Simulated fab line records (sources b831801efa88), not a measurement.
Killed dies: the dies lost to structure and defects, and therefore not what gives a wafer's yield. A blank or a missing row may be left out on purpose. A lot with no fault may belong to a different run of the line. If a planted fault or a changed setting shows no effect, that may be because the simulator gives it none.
Chamber matching || flow sky130 || SKY_CONTACT_ETCH_16 on rie_diel-03 has 4 sister chambers
The step etches BARC in N2/H2, stops on SiO2, time 45.9 s, target depth 60 nm. 7 wafers are shown with their chamber, then 7 later ones without.

## EACH WAFER AND ITS CHAMBER
{"wafer": "L822.1", "chamber": 3, "drypump_motor_current_A (A)": 6.2, "throttle_valve_pct (%)": 13.221}
{"wafer": "L830.1", "chamber": 1, "drypump_motor_current_A (A)": 5.1, "throttle_valve_pct (%)": 13.234}
{"wafer": "L835.3", "chamber": 0, "drypump_motor_current_A (A)": 6.2, "throttle_valve_pct (%)": 13.224}
{"wafer": "L835.5", "chamber": 1, "drypump_motor_current_A (A)": 5.0, "throttle_valve_pct (%)": 13.242}
{"wafer": "L835.6", "chamber": 2, "drypump_motor_current_A (A)": 5.4, "throttle_valve_pct (%)": 13.231}
{"wafer": "L838.1", "chamber": 0, "drypump_motor_current_A (A)": 6.2, "throttle_valve_pct (%)": 13.234}
{"wafer": "L838.4", "chamber": 2, "drypump_motor_current_A (A)": 5.4, "throttle_valve_pct (%)": 13.221}

## WAFERS WITHOUT THEIR CHAMBER
{"wafer": "L838.6", "drypump_motor_current_A (A)": 6.2, "throttle_valve_pct (%)": 13.219}
{"wafer": "L840.2", "drypump_motor_current_A (A)": 6.2, "throttle_valve_pct (%)": 13.228}
{"wafer": "L840.3", "drypump_motor_current_A (A)": 5.4, "throttle_valve_pct (%)": 13.227}
{"wafer": "L840.6", "drypump_motor_current_A (A)": 5.4, "throttle_valve_pct (%)": 13.233}
{"wafer": "L841.1", "drypump_motor_current_A (A)": 5.0, "throttle_valve_pct (%)": 13.230}
{"wafer": "L841.4", "drypump_motor_current_A (A)": 6.2, "throttle_valve_pct (%)": 13.224}
{"wafer": "L841.6", "drypump_motor_current_A (A)": 5.4, "throttle_valve_pct (%)": 13.207}

## EACH ONE'S CHAMBER
{"wafer": "L838.6", "from the rows above": "can't be placed: 3 or 0", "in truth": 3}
{"wafer": "L840.2", "from the rows above": "can't be placed: 0 or 3", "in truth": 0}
{"wafer": "L840.3", "from the rows above": 2, "in truth": 2}
{"wafer": "L840.6", "from the rows above": 2, "in truth": 2}
{"wafer": "L841.1", "from the rows above": 1, "in truth": 1}
{"wafer": "L841.4", "from the rows above": "can't be placed: 3 or 0", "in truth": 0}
{"wafer": "L841.6", "from the rows above": 2, "in truth": 2}
Correct placement for 4 of the 7. Cannot be placed on the basis of these rows: 3; the candidates contain the true chamber in 3. 0 placed wrongly.
How it was worked out, from the rows above alone: a wafer's distance from a chamber is the root of the sum, over the readings, of the square of ((its reading less the chamber's mean) divided by the reading's scatter). If the next closest chamber is less than 2 further off than the closest, the wafer can't be placed; otherwise it belongs to the closest. For every chamber, the mean is computed from those of its wafers that are shown. The scatter is the square root of a quotient: the sum, over the shown wafers, of each reading's squared deviation from its chamber's mean, divided by wafers minus chambers.
